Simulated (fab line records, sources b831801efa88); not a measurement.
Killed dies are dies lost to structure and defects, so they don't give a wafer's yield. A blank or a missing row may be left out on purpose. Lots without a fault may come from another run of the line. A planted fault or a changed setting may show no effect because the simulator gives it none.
One fault seen from 2 desks | flow sky130 | each desk has only its own numbers; what lay behind them comes last

THE METROLOGY DESK
What the gauges read, lot by lot, whatever tool the lot ran on: means of the sampled wafers that have a number. A lot is out of limits, marked OUT, if its mean lies more than 4 standard deviations from the usual mean; the brackets give that distance.
Columns: A = NWELL_TW at SKY_NWELL_TW_MEAS_15, usual 1829; B = NWELL_RS at SKY_NWELL_RS_MEAS_29, usual 624.5 ohm/sq; C = PWDE_RS at SKY_NWELL_RS_MEAS_31, usual 5279 ohm/sq; D = SONOS_TUNNEL_TW at SKY_SONOS_TUNNEL_TW_MEAS_12, usual 198.6; E = LDD_N_OVL at SKY_LDD_N_OVL_MEAS_07, usual -0.7 nm
lot  | first seen here | A              | B                       | C    | D     | E
L778 | day 4 18:38     | 1821           | 622.1                   | 5276 | 199.7 | 0.8
L777 | day 4 18:44     | 1815           | 625.7                   | 5287 | 197.9 | -0.8
L779 | day 4 23:26     | 1846           | 625.1                   | 5300 | 197.2 | -2.4
L781 | day 5 09:37     | 1839           | 623.8                   | 5269 | 197.9 | -0.0
L782 | day 5 14:16     | 1828           | 626.1                   | 5285 | 200.0 | -0.4
L783 | day 6 04:52     | 1843           | 624.9                   | 5260 | 197.5 | -0.5
L784 | day 6 09:12     | 1823           | 625.1                   | 5265 | 200.5 | -0.0
L785 | day 6 14:08     | 1849           | 621.8                   | 5279 | 197.8 | 1.8
L786 | day 6 19:31     | 1824           | 624.9                   | 5283 | 199.2 | 0.6
L787 | day 6 22:45     | 1828           | 626.9                   | 5297 | 199.2 | -1.3
L790 | day 7 23:22     | 1562 (-22) OUT | 827.1 (+99 or more) OUT | 5280 | 196.5 | -3.6
L793 | day 8 19:28     | 1569 (-22) OUT | 822.7 (+99 or more) OUT | 5270 | 197.3 | 0.8
L797 | day 9 13:41     | 1817           | 623.7                   | 5260 | 199.9 | -1.2
L798 | day 9 15:44     | 1827           | 625.8                   | 5265 | 200.1 | -0.7
This desk's finding: out of limits on L790, L793; first on L790, day 7 23:22 (NWELL_TW at SKY_NWELL_TW_MEAS_15). In limits: L778, L777, L779, L781, L782, L783, L784, L785, L786, L787, L797, L798.

THE TOOL OWNER'S DESK: implanter-03
The tool's own readings at SKY_NWELL_IMPLANT_11: means of the sampled wafers that have a number, for each lot that ran on this tool. A lot is out of limits, marked OUT, if its mean lies more than 4 standard deviations from the usual mean; the brackets give that distance.
Columns: A = beam_on_s at SKY_NWELL_IMPLANT_11, usual 9.99 s; B = dose_ions_cm2 at SKY_NWELL_IMPLANT_11, usual 1.8999e+13; C = faraday_current_uA at SKY_NWELL_IMPLANT_11, usual 107.3
lot  | first seen here | A     | B                            | C
L777 | day 4 18:11     | 10.07 | 1.8983e+13                   | 106.3
L781 | day 5 09:04     | 9.85  | 1.9004e+13                   | 108.7
L782 | day 5 13:43     | 10.14 | 1.8998e+13                   | 106.0
L786 | day 6 18:59     | 9.90  | 1.8990e+13                   | 108.2
L790 | day 7 22:49     | 9.95  | 1.1228e+13 (-99 or more) OUT | 63.7 (-21) OUT
L793 | day 8 18:56     | 9.96  | 1.1205e+13 (-99 or more) OUT | 63.5 (-21) OUT
This desk's finding: out of limits on L790, L793; first on L790, day 7 22:49 (dose_ions_cm2 at SKY_NWELL_IMPLANT_11). In limits: L777, L781, L782, L786.

PUT TOGETHER
The tool owner's desk could have raised an alarm at day 7 22:49, on L790, L793.
The metrology desk could have raised an alarm at day 7 23:22, on L790, L793.
Of the lots named, all ran SKY_NWELL_IMPLANT_11 on implanter-03.

WHAT THE SIMULATOR HAD PUT IN
Process parameter drift: implanter-03, from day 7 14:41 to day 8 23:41, at SKY_NWELL_IMPLANT_11. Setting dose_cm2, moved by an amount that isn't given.
Lots struck among those shown: L790, L793.
Hours from the fault's start to each desk's first reading out of limits: the tool owner's desk, 8; the metrology desk, 9.
